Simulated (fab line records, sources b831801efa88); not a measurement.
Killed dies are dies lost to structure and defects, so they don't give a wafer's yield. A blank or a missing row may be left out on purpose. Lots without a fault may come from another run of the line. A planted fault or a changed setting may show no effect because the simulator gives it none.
Which tool did it? | flow sky130 | 24 lots, 72 wafers sampled, at 4 steps of a route of 708

WHAT THE GAUGES READ, wafer by wafer
SKY_VT_ADJUST_NCORE_OVL_MEAS_08. Usual: VT_ADJUST_NCORE_OVL -0.5 nm, standard deviation 1.3.
lot  | measured     | on         | VT_ADJUST_NCORE_OVL (nm) | flag
L074 | day 9 12:31  | overlay-01 | 0.2 1.6 1.4              |
L075 | day 9 19:07  | overlay-01 | -1.8 -1.1 -1.1           |
L076 | day 9 23:13  | overlay-01 | -1.5 -0.9 -0.7           |
L077 | day 10 08:49 | overlay-01 | -1.0 -0.2 0.0            |
L078 | day 10 21:55 | overlay-02 | 1.3 -0.8 -0.2            |
L079 | day 11 05:28 | overlay-01 | 0.5 1.6 0.3              |
L080 | day 11 08:22 | overlay-02 | -1.8 -3.2 -1.5           |
L081 | day 11 14:16 | overlay-02 | -0.6 -0.3 -1.9           |
L082 | day 11 18:13 | overlay-02 | -0.9 -1.4 -1.1           |
L083 | day 11 23:49 | overlay-02 | -0.6 0.3 0.1             |
L084 | day 12 04:37 | overlay-02 | -0.5 -2.5 0.1            |
L085 | day 12 14:22 | overlay-01 | 1.0 0.1 0.3              |
L086 | day 12 19:08 | overlay-01 | 1.7 -0.4 0.3             |
L087 | day 12 23:07 | overlay-02 | -0.2 -0.9 -0.7           |
L088 | day 13 03:19 | overlay-02 | -0.5 -1.6 0.0            |
L089 | day 13 11:04 | overlay-02 | 0.1 -0.2 -1.4            |
L090 | day 13 16:52 | overlay-02 | -0.9 0.7 0.0             |
L091 | day 13 23:55 | overlay-01 | -0.3 0.9 -0.4            |
L092 | day 14 03:28 | overlay-02 | -1.8 -4.3 -1.7           |
L093 | day 14 14:22 | overlay-01 | 1.6 0.0 1.8              |
L094 | day 14 16:13 | overlay-01 | -1.0 1.1 -3.9            |
L095 | day 15 01:46 | overlay-02 | 1.8 0.5 -0.7             |
L096 | day 15 03:28 | overlay-01 | -0.4 -2.6 -1.3           |
L097 | day 15 13:50 | overlay-01 | -2.5 0.2 -1.3            |

SKY_VT_ADJUST_HVTR_OVL_MEAS_08. Usual: VT_ADJUST_HVTR_OVL 0.1 nm, standard deviation 1.2.
lot  | measured     | on         | VT_ADJUST_HVTR_OVL (nm) | flag
L074 | day 10 12:16 | overlay-02 | 2.9 -0.6 0.5            |
L075 | day 10 17:53 | overlay-02 | 0.5 0.2 0.1             |
L076 | day 10 22:05 | overlay-01 | -1.9 -0.8 0.1           |
L077 | day 11 06:37 | overlay-01 | 1.2 2.0 1.7             |
L078 | day 11 20:23 | overlay-02 | 1.0 1.2 0.9             |
L079 | day 12 04:32 | overlay-01 | 0.0 -1.3 0.4            |
L080 | day 12 07:31 | overlay-01 | 0.9 0.1 0.0             |
L081 | day 12 13:23 | overlay-02 | 1.4 -0.7 0.3            |
L082 | day 12 18:11 | overlay-02 | 0.6 0.3 1.7             |
L083 | day 12 23:37 | overlay-01 | 0.9 1.0 1.6             |
L084 | day 13 04:58 | overlay-02 | 0.1 -3.0 -1.2           |
L085 | day 13 14:37 | overlay-01 | -3.2 -1.5 -2.3          |
L086 | day 13 18:59 | overlay-02 | -0.8 1.4 -0.1           |
L087 | day 14 00:13 | overlay-02 | -0.7 -1.5 -0.1          |
L088 | day 14 03:35 | overlay-01 | -0.5 0.1 0.7            |
L089 | day 14 11:45 | overlay-01 | -0.7 0.7 0.4            |
L090 | day 14 18:47 | overlay-02 | 1.0 -1.2 -1.1           |
L091 | day 15 01:31 | overlay-02 | -0.2 0.6 -0.1           |
L092 | day 15 05:01 | overlay-02 | -2.1 -1.0 0.9           |
L093 | day 15 16:23 | overlay-02 | 1.6 -0.1 0.4            |
L094 | day 15 18:25 | overlay-02 | -0.7 0.3 -1.4           |
L095 | day 16 04:23 | overlay-01 | 1.0 0.9 2.0             |
L096 | day 16 06:16 | overlay-01 | 0.8 -0.1 0.5            |
L097 | day 16 17:02 | overlay-02 | -0.6 0.6 -0.4           |

SKY_VIA1_OVL_MEAS_13. Usual: VIA1_OVL -1 nm, standard deviation 6.3.
lot  | measured     | on         | VIA1_OVL (nm) | flag
L074 | day 34 17:50 | overlay-01 | 0 3 5         |
L075 | day 35 02:59 | overlay-02 | 12 6 1        |
L076 | day 35 10:14 | overlay-02 | 1 -2 6        |
L077 | day 35 16:19 | overlay-02 | 6 6 -1        |
L078 | day 36 13:13 | overlay-02 | -4 -1 3       |
L079 | day 36 17:49 | overlay-01 | -6 -10 -14    |
L080 | day 37 00:35 | overlay-02 | 12 5 13       |
L081 | day 37 03:25 | overlay-02 | -11 -3 -10    |
L082 | day 37 19:28 | overlay-01 | -7 -4 -2      |
L083 | day 37 20:49 | overlay-02 | -8 -10 -14    |
L084 | day 37 23:34 | overlay-01 | 7 5 -1        |
L085 | day 38 04:16 | overlay-02 | -6 -18 -11    |
L086 | day 38 18:14 | overlay-01 | 1 -3 0        |
L087 | day 39 02:32 | overlay-01 | -1 1 -1       |
L088 | day 39 00:37 | overlay-02 | 0 -10 -4      |
L089 | day 39 02:46 | overlay-02 | 3 6 1         |
L090 | day 39 12:37 | overlay-01 | -4 -2 0       |
L091 | day 39 17:13 | overlay-02 | -14 -12 -11   |
L092 | day 40 01:20 | overlay-01 | 0 9 0         |
L093 | day 40 07:22 | overlay-01 | -4 2 -4       |
L094 | day 40 11:01 | overlay-02 | -8 -2 -6      |
L095 | day 40 18:49 | overlay-01 | 8 11 -1       |
L096 | day 41 02:28 | overlay-01 | 4 5 5         |
L097 | day 41 12:10 | overlay-02 | -2 -4 -3      |

WHICH TOOL RAN EACH LOT (tool, then ch and the chambers of the sampled wafers, then the start)
lot  | SKY_METAL1_STRIP_20
L074 | plasma_asher-03 ch 0,1, day 33 13:29
L075 | plasma_asher-03 ch 0,1, day 33 22:20
L076 | plasma_asher-02 ch 0,1, day 34 05:53
L077 | plasma_asher-02 ch 0,1, day 34 12:07
L078 | plasma_asher-02 ch 0,1, day 35 07:23
L079 | plasma_asher-01 ch 0, day 35 13:08
L080 | plasma_asher-02 ch 0,1, day 35 20:05
L081 | plasma_asher-01 ch 0,1, day 35 23:08
L082 | plasma_asher-03 ch 0,1, day 36 15:30
L083 | plasma_asher-03 ch 1, day 36 17:02
L084 | plasma_asher-03 ch 1, day 36 19:20
L085 | plasma_asher-03 ch 0,1, day 37 00:58
L086 | plasma_asher-01 ch 0,1, day 37 15:04
L087 | plasma_asher-02 ch 0,1, day 37 22:47
L088 | plasma_asher-01 ch 0,1, day 37 20:53
L089 | plasma_asher-01 ch 0,1, day 37 23:10
L090 | plasma_asher-02 ch 0,1, day 38 09:38
L091 | plasma_asher-01 ch 0, day 38 14:47
L092 | plasma_asher-01 ch 0,1, day 38 22:53
L093 | plasma_asher-01 ch 0,1, day 39 03:59
L094 | plasma_asher-02 ch 0,1, day 39 09:26
L095 | plasma_asher-01 ch 0,1, day 39 15:55
L096 | plasma_asher-01 ch 0,1, day 39 23:58
L097 | plasma_asher-03 ch 0,1, day 40 09:34
- SKY_METAL1_STRIP_20: strips in O2/N2.

WHAT THE TOOLS THEMSELVES READ (means of the sampled wafers that have a number; where no wafer has one, the mark that the record gives instead)
SKY_METAL1_STRIP_20. Usual: drypump_motor_current_A 5.40 A, standard deviation 0.28; oes_product_au 0.343 a.u., standard deviation 0.0047; strip_time_to_endpoint_s 2.69 s, standard deviation 0.047.
lot  | tool            | drypump_motor_current_A (A) | oes_product_au (a.u.) | strip_time_to_endpoint_s (s) | flag
L074 | plasma_asher-03 | 5.30                        | 0.339                 | 2.66                         |
L075 | plasma_asher-03 | 5.27                        | 0.345                 | 2.72                         |
L076 | plasma_asher-02 | 5.77                        | 0.341                 | 2.69                         |
L077 | plasma_asher-02 | 5.78                        | 0.347                 | 2.73                         |
L078 | plasma_asher-02 | 5.77                        | 0.342                 | 2.65                         |
L079 | plasma_asher-01 | 5.12                        | 0.345                 | 2.61                         |
L080 | plasma_asher-02 | 5.85                        | 0.344                 | 2.74                         |
L081 | plasma_asher-01 | 5.23                        | 0.345                 | 2.70                         |
L082 | plasma_asher-03 | 5.28                        | 0.347                 | 2.67                         |
L083 | plasma_asher-03 | 5.25                        | 0.341                 | 2.66                         |
L084 | plasma_asher-03 | 5.28                        | 0.345                 | 2.80                         |
L085 | plasma_asher-03 | 5.29                        | 0.342                 | 2.65                         |
L086 | plasma_asher-01 | 5.17                        | 0.335                 | 2.68                         |
L087 | plasma_asher-02 | 5.84                        | 0.341                 | 2.65                         |
L088 | plasma_asher-01 | 5.18                        | 0.343                 | 2.74                         |
L089 | plasma_asher-01 | 5.16                        | 0.344                 | 2.63                         |
L090 | plasma_asher-02 | 5.84                        | 0.348                 | 2.69                         |
L091 | plasma_asher-01 | 5.11                        | 0.346                 | 2.72                         |
L092 | plasma_asher-01 | 5.26                        | 0.347                 | 2.70                         |
L093 | plasma_asher-01 | 5.23                        | 0.341                 | 2.65                         |
L094 | plasma_asher-02 | 5.84                        | 0.346                 | 2.71                         |
L095 | plasma_asher-01 | 5.22                        | 0.344                 | 2.66                         |
L096 | plasma_asher-01 | 5.23                        | 0.341                 | 2.69                         |
L097 | plasma_asher-03 | 5.28                        | 0.339                 | 2.69                         |

THE ANSWER, worked out from the rows above alone
Rule: a lot is off if the mean of its wafers that have a number lies more than 3 standard deviations from the usual mean. A lot without any number at a reading at which 4 lots or more have one is off too. The other lots that the step has rows for count as sound. The gauges are gone through in route order, then the tools' own readings, and for those a lot's mean is taken as printed above. The first step at which some lot is off is used, and at that step the reading that is off furthest; a lot without a number counts as furthest.
No lot is off at any reading shown: from this, nothing can be told.

WHAT THE SIMULATOR HAD PUT IN
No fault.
